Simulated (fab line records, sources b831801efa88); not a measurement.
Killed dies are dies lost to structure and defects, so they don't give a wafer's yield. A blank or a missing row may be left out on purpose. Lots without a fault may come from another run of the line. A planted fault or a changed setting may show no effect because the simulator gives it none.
A struck lot beside a sound one | flow sky130 | 16 steps out of a route of 708
Sound: wafers L451.1, L451.4, L451.5. Struck: wafers L455.3, L455.5, L455.6. The cause comes at the end.
At each step with rows: each side's tool, then ch and its chambers, then its first start. Under that, the readings that differ: sound wafers | struck wafers | difference of the means | sigmas: that difference in standard deviations of wafers without a fault.
alike: readings whose means differ by less than 2 such deviations, and words and numbers that are the same on both sides. not compared: withheld readings, readings that some wafer has no value for, bounds like >300 that may hide the same value, and numbers for which the record gives no deviation and whose values overlap.
The two part at a step that has a row with sigmas, a row that says differs or no value, or rows on one side only. Numbers that don't overlap but have no deviation are shown without sigmas and don't part them. A reading that every wafer of one side lacks parts them only if that side has two wafers or more.

first, 3 steps without rows for these wafers: SKY_METAL2_EXPOSE_12 (exposes mask MM2, target cd 140 nm); SKY_METAL2_PEB_13; SKY_METAL2_DEVELOP_14 (develop time 60 s).
SKY_METAL2_CD_MEAS_15: target cd 140 nm.
  sound on cd_sem-01, day 39 04:17; struck on cd_sem-01, day 40 16:25
  alike: cd_nm
SKY_METAL2_OVL_MEAS_16:
  sound on overlay-01, day 39 04:24; struck on overlay-02, day 40 16:31
  reading         | sound    | struck  | difference | sigmas
  METAL2_OVL (nm) | -6 -8 -1 | 13 2 12 | +14        | +2
SKY_METAL2_DESCUM_17: chemistry O2, time 8 s.
  sound on rie_metal-04 ch 0,1, day 39 04:26; struck on rie_metal-01 ch 0,1, day 40 16:33
  alike: drypump_motor_current_A, oes_product_au
  not compared: rf_hours_counter_h
SKY_METAL2_ETCH_18: etches BARC in N2/H2, stops on SiO2, time 45.9 s, target depth 60 nm.
  sound on rie_metal-04 ch 0,1, day 39 04:28; struck on rie_metal-01 ch 0,1, day 40 16:35
  alike: drypump_motor_current_A, oes_product_au, throttle_valve_pct
  not compared: rf_hours_counter_h
SKY_METAL2_METAL_ETCH_19: etches the open film in Cl2/BCl3, stops on SiO2, target depth 360 nm, time 78 s.
  sound on rie_metal-04 ch 0,1, day 39 04:32; struck on rie_metal-01 ch 0,1, day 40 16:40
  alike: drypump_motor_current_A, oes_product_au, throttle_valve_pct
  not compared: rf_hours_counter_h
SKY_METAL2_STRIP_20: strips in O2/N2.
  sound on plasma_asher-01 ch 0, day 39 04:37; struck on plasma_asher-02 ch 0,1, day 40 16:45
  alike: drypump_motor_current_A, oes_product_au, strip_time_to_endpoint_s
  not compared: rf_hours_counter_h
then, 3 steps without rows for these wafers: SKY_METAL2_STRIP_21 (strips in post etch residue remover, time 1200 s); SKY_METAL2_CLEAN_22 (cleans in IPA, time 180 s); SKY_METAL2_CLEAN_23 (cleans in O3/DIW).
SKY_VIA2_HDPCVD_00: deposits SiO2, target thk 1180 nm, time 196.7 s.
  sound on hdpcvd-02 ch 0, day 39 05:18; struck on hdpcvd-02 ch 0,2, day 40 17:37
SKY_VIA2_THK_MEAS_01:
  sound on film_metro-03, day 39 05:29; struck on film_metro-01, day 40 17:46
  reading              | sound          | struck         | difference | sigmas
  VIA2_HDPCVD_THK (nm) | 1167 1169 1158 | 2394 2387 2394 | +1227      | +99 or more
SKY_VIA2_CMP_02: polishes SiO2.
  sound on cmp-02 ch 0,1,2, day 39 05:44; struck on cmp-02 ch 0,3, day 40 17:48
  alike: motor_current_A, slurry_filter_dp_kPa
-- the record jumps here: 9 days lie between the struck wafers' starts before and after (it left off in module VIA2 and takes up again in module PAD_OPEN, whose first step shown is number 708 of the route) --
SKY_PAD_OPEN_PROBE_99:
  the record has rows for the struck wafers here (prober-01, day 49 23:52) and none for the sound ones

WHERE THEY PART
First at SKY_METAL2_OVL_MEAS_16; last, within this record, at SKY_PAD_OPEN_PROBE_99.

WHY: what the simulator had put in
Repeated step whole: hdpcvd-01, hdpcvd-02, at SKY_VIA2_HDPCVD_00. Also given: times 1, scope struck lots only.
